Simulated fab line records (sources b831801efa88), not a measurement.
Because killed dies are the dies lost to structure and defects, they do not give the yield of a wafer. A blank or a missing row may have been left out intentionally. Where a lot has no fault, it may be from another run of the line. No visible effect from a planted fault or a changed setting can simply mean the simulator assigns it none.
fab line records ; flow sky130
[record] lots = 13; wafers = 39; last_day = 50
route steps=708 shown VT_ADJUST_HVTR@138 GATE_OXIDE@197 RES_PROTECT@208 POLY_GATE@218
lots that met no fault: from a run of the same line without faults
start_h: hours from the record's first day to the start of the lot's first wafer shown ; wait_h: hours since the lot's step before ; " identical to the entry in the row above ; L1.1+2: several wafers, shown together as one row ; - no value, or no start given ; * or withheld: withheld ; < > ~ a bound
route shown NAME@n: a module of which the file shows steps, and the number in the route of the first ; usual: mean/standard deviation taken from wafers without a fault ; same: alike in all rows ; chamber/n: place in a boat ; sites: readings site by site ; _std_site: the values' standard deviation ; _edge_site: inner sites' mean taken away from outer sites' mean ; radius_mm: for every site, how far away it sits from the centre of the wafer ; mask NAME#n: copy n ; behind: tool/chamber where the wafer was last shaped ; hold: why the lot went on hold/how many hours it stayed there/how the hold came to an end ; device: which transistor (n, p or np) failed to switch ; end of line: tests run on the same wafers once the route is complete ; a step given without rows: its recipe and nothing more ; killed: not the wafer's yield, but the dies lost to structure and defects at the first sort ; map: a wafer's dies, marking killed ones x, the rest . and places with no die _
set.NAME: the setting that was run; set.NAME@STEP: the one run at that earlier step ; model.NAME: the simulator's own value behind a step, which no gauge read
one table for each step of the route and one row for each wafer, over a sample of lots
services: a tool's chamber out of use, with start hour (start_h, from the record's first day; less than 0 if before it), hours out, and reason
[[steps]]
[step SKY_VT_ADJUST_HVTR_CD_MEAS_07]
[recipe] target_cd_nm = 380
[usual] cd_nm = 379.6/2.1
lot.wafer;tool;chamber;start_h;wait_h;cd_nm
L178.1;cd_sem-02;-;205.57;0.1;377.1
L178.5;cd_sem-02;-;205.57;0.1;379.8
L178.6;cd_sem-02;-;205.57;0.1;377.2
L181.2;cd_sem-01;-;226.09;0.1;378.6
L181.3;cd_sem-01;-;226.09;0.1;378.3
L181.6;cd_sem-01;-;226.09;0.1;380.2
L182.1;cd_sem-01;-;228.62;0.1;379.5
L182.2;cd_sem-01;-;228.62;0.1;377.3
L182.3;cd_sem-01;-;228.62;0.1;377.6
L183.1;cd_sem-02;-;240.26;0.1;378.3
L183.3;cd_sem-02;-;240.26;0.1;377.0
L183.4;cd_sem-02;-;240.26;0.1;380.3
L184.2;cd_sem-02;-;248.64;0.1;382.2
L184.3;cd_sem-02;-;248.64;0.1;379.8
L184.4;cd_sem-02;-;248.64;0.1;381.7
L185.2;cd_sem-02;-;254.03;0.1;381.0
L185.4;cd_sem-02;-;254.03;0.1;380.5
L185.6;cd_sem-02;-;254.03;0.1;379.9
L186.3;cd_sem-02;-;260.40;0.1;378.9
L186.4;cd_sem-02;-;260.40;0.1;376.9
L186.5;cd_sem-02;-;260.40;0.1;377.2
L187.2;cd_sem-01;-;271.09;0.1;382.6
L187.3;cd_sem-01;-;271.09;0.1;382.1
L187.5;cd_sem-01;-;271.09;0.1;382.8
L188.3;cd_sem-01;-;281.13;0.1;381.2
L188.5;cd_sem-01;-;281.13;0.1;379.4
L188.6;cd_sem-01;-;281.13;0.1;381.6
L194.2;cd_sem-02;-;325.48;0.1;380.3
L194.3;cd_sem-02;-;325.48;0.1;382.8
L194.6;cd_sem-02;-;325.48;0.1;381.3
L197.1;cd_sem-02;-;353.99;0.1;381.1
L197.5;cd_sem-02;-;353.99;0.1;379.3
L197.6;cd_sem-02;-;353.99;0.1;379.7
L198.3;cd_sem-02;-;359.61;0.1;377.4
L198.4;cd_sem-02;-;359.61;0.1;376.9
L198.6;cd_sem-02;-;359.61;0.1;378.2
L199.3;cd_sem-02;-;361.10;0.1;381.3
L199.4;cd_sem-02;-;361.10;0.1;382.5
L199.6;cd_sem-02;-;361.10;0.1;383.8
[step SKY_GATE_OXIDE_OVL_MEAS_10]
[usual] GATE_OXIDE_OVL = -0.2/1.5
lot.wafer;tool;chamber;start_h;wait_h;GATE_OXIDE_OVL[nm]
L178.1;overlay-02;-;314.01;0.1;1.5
L178.5;overlay-02;-;314.01;0.1;0.7
L178.6;overlay-02;-;314.01;0.1;0.3
L181.2;overlay-01;-;336.28;0.1;-1.6
L181.3;overlay-01;-;336.28;0.1;3.4
L181.6;overlay-01;-;336.28;0.1;1.8
L182.1;overlay-01;-;336.57;0.1;0.9
L182.2;overlay-01;-;336.57;0.1;0.2
L182.3;overlay-01;-;336.57;0.1;2.3
L183.1;overlay-02;-;353.31;0.1;-0.2
L183.3;overlay-02;-;353.31;0.1;0.1
L183.4;overlay-02;-;353.31;0.1;-1.3
L184.2;overlay-02;-;359.15;0.1;1.8
L184.3;overlay-02;-;359.15;0.1;0.4
L184.4;overlay-02;-;359.15;0.1;-1.1
L185.2;overlay-01;-;363.73;0.1;-0.5
L185.4;overlay-01;-;363.73;0.1;1.6
L185.6;overlay-01;-;363.73;0.1;-1.0
L186.3;overlay-01;-;372.92;0.1;-2.4
L186.4;overlay-01;-;372.92;0.1;-1.8
L186.5;overlay-01;-;372.92;0.1;-2.6
L187.2;overlay-01;-;391.10;0.1;-1.1
L187.3;overlay-01;-;391.10;0.1;-0.7
L187.5;overlay-01;-;391.10;0.1;-3.1
L188.3;overlay-01;-;413.90;0.1;-0.5
L188.5;overlay-01;-;413.90;0.1;-1.5
L188.6;overlay-01;-;413.90;0.1;-1.9
L194.2;overlay-01;-;451.11;0.1;0.5
L194.3;overlay-01;-;451.11;0.1;-1.8
L194.6;overlay-01;-;451.11;0.1;1.6
L197.1;overlay-01;-;485.00;0.1;-1.4
L197.5;overlay-01;-;485.00;0.1;-1.7
L197.6;overlay-01;-;485.00;0.1;-1.7
L198.3;overlay-01;-;489.13;0.1;-2.0
L198.4;overlay-01;-;489.13;0.1;-0.7
L198.6;overlay-01;-;489.13;0.1;-1.0
L199.3;overlay-02;-;497.77;0.1;-2.4
L199.4;overlay-02;-;497.77;0.1;-0.3
L199.6;overlay-02;-;497.77;0.1;0.4
[step SKY_RES_PROTECT_COAT_02]
[recipe] resist = NOVOLAK; spin_rpm = 3000; resist_thk_nm = 1140
lot.wafer;tool;chamber;start_h;wait_h
L178.1+5+6;litho_track-03;0;330.45;0.1
L181.2+3+6;litho_track-03;0;353.28;0.1
L182.1+2+3;litho_track-02;0;353.39;0.1
L183.1+3+4;litho_track-02;0;371.09;0.1
L185.2+4+6;litho_track-04;0;382.00;0.1
L184.2+3+4;litho_track-03;0;382.08;0.1
L186.3+4+5;litho_track-03;0;391.60;0.1
L187.2+3+5;litho_track-04;0;409.15;0.1
L188.3+5+6;litho_track-04;0;432.32;0.1
L194.2+3+6;litho_track-02;0;470.17;0.1
L197.1+5+6;litho_track-04;0;503.77;0.1
L198.3+4+6;litho_track-04;0;507.92;0.1
L199.3+4+6;litho_track-04;0;515.37;0.1
[step SKY_RES_PROTECT_STRIP_07]
[recipe] chemistry = O2/N2; power_w = 1400; pressure_mtorr = 1500; platen_temp_c = withheld; o2_flow_sccm = 3000; n2_flow_sccm = 300; overash_fraction = 0.5
[usual] drypump_motor_current_A = 5.5/0.41; o2_flow_sccm = 3000/8.4; oes_product_au = 0.517/0.0046; strip_time_to_endpoint_s = 23.32/0.05
lot.wafer;tool;chamber;start_h;wait_h;drypump_motor_current_A;o2_flow_sccm;oes_product_au;rf_hours_counter_h;strip_time_to_endpoint_s
L178.1;plasma_asher-03;1;344.15;0.1;5.7;2996;0.519;52;23.31
L178.5;plasma_asher-03;1;344.15;0.1;5.7;2999;0.515;-;23.29
L178.6;plasma_asher-03;0;344.15;0.1;5.3;2998;0.515;-;23.31
L181.2;plasma_asher-01;0;367.29;0.1;4.8;3000;0.516;68;23.33
L181.3;plasma_asher-01;0;367.29;0.1;4.8;3002;0.520;-;23.29
L181.6;plasma_asher-01;1;367.29;0.1;6.2;3011;0.522;-;23.36
L182.1;plasma_asher-03;0;367.37;0.1;5.3;3002;0.524;54;23.39
L182.2;plasma_asher-03;1;367.37;0.1;5.8;3012;0.521;54;23.34
L182.3;plasma_asher-03;0;367.37;0.1;5.4;2989;0.522;-;23.38
L183.1;plasma_asher-03;0;385.50;0.1;5.4;2997;0.524;56;23.39
L183.3;plasma_asher-03;1;385.50;0.1;5.8;3003;0.519;-;23.40
L183.4;plasma_asher-03;0;385.50;0.1;5.4;2993;0.517;-;23.44
L185.2;plasma_asher-01;0;396.62;0.1;4.8;3001;0.522;71;23.26
L185.4;plasma_asher-01;1;396.62;0.1;6.2;3010;0.514;-;23.26
L185.6;plasma_asher-01;1;396.62;0.1;6.3;3014;0.516;-;23.25
L184.2;plasma_asher-02;0;396.84;0.1;5.3;3001;0.522;27;23.32
L184.3;plasma_asher-02;1;396.84;0.1;5.4;2995;0.522;-;23.28
L184.4;plasma_asher-02;0;396.84;0.1;5.3;2996;0.518;-;23.30
L186.3;plasma_asher-02;0;407.52;0.1;5.3;3000;0.523;-;23.31
L186.4;plasma_asher-02;1;407.52;0.1;5.4;2987;0.522;-;23.30
L186.5;plasma_asher-02;1;407.52;0.1;5.4;3002;0.516;-;23.32
L187.2;plasma_asher-02;1;424.39;0.1;5.4;2999;0.522;30;23.31
L187.3;plasma_asher-02;1;424.39;0.1;5.3;2993;0.513;-;23.33
L187.5;plasma_asher-02;0;424.39;0.1;5.3;3015;0.520;-;23.36
L188.3;plasma_asher-01;0;448.44;0.1;4.8;2998;0.520;-;23.34
L188.5;plasma_asher-01;1;448.44;0.1;6.2;3004;0.520;-;23.28
L188.6;plasma_asher-01;0;448.44;0.1;4.8;2980;0.517;-;23.31
L194.2;plasma_asher-03;1;484.95;0.1;5.7;2983;0.517;65;23.27
L194.3;plasma_asher-03;1;484.95;0.1;5.7;2987;0.510;-;23.26
L194.6;plasma_asher-03;0;484.95;0.1;5.4;3006;0.522;-;23.29
L197.1;plasma_asher-02;1;519.60;0.1;5.4;3012;0.530;40;24.14
L197.5;plasma_asher-02;0;519.60;0.1;5.3;3011;0.522;-;24.13
L197.6;plasma_asher-02;1;519.60;0.1;5.4;3003;0.524;-;24.13
L198.3;plasma_asher-02;1;523.69;0.1;5.4;3008;0.520;-;24.18
L198.4;plasma_asher-02;0;523.69;0.1;5.3;3000;0.528;-;24.15
L198.6;plasma_asher-02;1;523.69;0.1;5.4;2998;0.521;-;24.15
L199.3;plasma_asher-01;1;531.09;0.1;6.2;3012;0.513;-;24.16
L199.4;plasma_asher-01;0;531.09;0.1;4.8;2997;0.526;-;24.12
L199.6;plasma_asher-01;0;531.09;0.1;4.8;3002;0.518;-;24.16
[step SKY_POLY_GATE_THK_MEAS_04]
[recipe] reads = Si3N4_of_POLY_GATE_CVD_03
[usual] POLY_GATE_CVD_03_THK = 74.9/0.53
lot.wafer;tool;chamber;start_h;wait_h;POLY_GATE_CVD_03_THK[nm]
L178.1;film_metro-03;-;354.46;0.0;74.0
L178.5;film_metro-03;-;354.46;0.0;74.7
L178.6;film_metro-03;-;354.46;0.0;74.8
L181.2;film_metro-03;-;368.87;0.0;74.8
L181.3;film_metro-03;-;368.87;0.0;75.2
L181.6;film_metro-03;-;368.87;0.0;74.6
L182.1;film_metro-03;-;370.22;0.0;75.7
L182.2;film_metro-03;-;370.22;0.0;75.1
L182.3;film_metro-03;-;370.22;0.0;75.0
L183.1;film_metro-03;-;387.80;0.0;74.3
L183.3;film_metro-03;-;387.80;0.0;74.9
L183.4;film_metro-03;-;387.80;0.0;74.9
L184.2;film_metro-04;-;401.42;0.0;74.0
L184.3;film_metro-04;-;401.42;0.0;74.0
L184.4;film_metro-04;-;401.42;0.0;74.2
L185.2;film_metro-03;-;401.42;0.0;74.8
L185.4;film_metro-03;-;401.42;0.0;73.9
L185.6;film_metro-03;-;401.42;0.0;74.1
L186.3;film_metro-04;-;413.94;0.0;74.3
L186.4;film_metro-04;-;413.94;0.0;74.6
L186.5;film_metro-04;-;413.94;0.0;74.8
L187.2;film_metro-04;-;429.26;0.0;76.2
L187.3;film_metro-04;-;429.26;0.0;75.4
L187.5;film_metro-04;-;429.26;0.0;75.6
L188.3;film_metro-03;-;451.74;0.0;75.4
L188.5;film_metro-03;-;451.74;0.0;75.3
L188.6;film_metro-03;-;451.74;0.0;75.0
L194.2;film_metro-02;-;486.60;0.0;74.9
L194.3;film_metro-02;-;486.60;0.0;75.6
L194.6;film_metro-02;-;486.60;0.0;75.1
L197.1;film_metro-04;-;521.85;0.0;75.3
L197.5;film_metro-04;-;521.85;0.0;75.7
L197.6;film_metro-04;-;521.85;0.0;75.1
L198.3;film_metro-03;-;525.92;0.0;75.6
L198.4;film_metro-03;-;525.92;0.0;75.2
L198.6;film_metro-03;-;525.92;0.0;76.1
L199.3;film_metro-04;-;534.26;0.0;74.7
L199.4;film_metro-04;-;534.26;0.0;74.9
L199.6;film_metro-04;-;534.26;0.0;75.1
[[services]]
tool;chamber;start_h;hours;kind
plasma_asher-02;-;327.33;0.5;repair
plasma_asher-01;-;463.48;1.9;repair
plasma_asher-03;-;469.04;2.8;pm
plasma_asher-01;-;515.63;0.7;repair
[[key]]
[first_sign] step = SKY_RES_PROTECT_STRIP_07; reading = strip_time_to_endpoint_s; direction = up; sigmas = 17; usual = *; struck = *
effect none on later readings
met_at SKY_RES_PROTECT_COAT_02
struck_lots L197,L198,L199
tester_left_out L197,L198,L199
not_acting_at SKY_VT_ADJUST_HVTR_CD_MEAS_07,SKY_GATE_OXIDE_OVL_MEAS_10,SKY_POLY_GATE_THK_MEAS_04
onset_between 432.32 503.77
also_fits time
[fault] kind = process_parameter_drift; tool = litho_track-04; chamber = -; onset_h = 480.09; steps = SKY_RES_PROTECT_COAT_02; channel = resist_thk_nm; offset = 78.188; shape = step; end_h = 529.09; acts_in = these_recipes_only; stated = 1140
// tester_left_out: of these lots the tester's yield and bins aren't shown, on N5 and GAA mostly nor the transistor test; their killed dies are dies lost to structure and defects alone, not to doping, threshold or leakage, so they don't give the yield
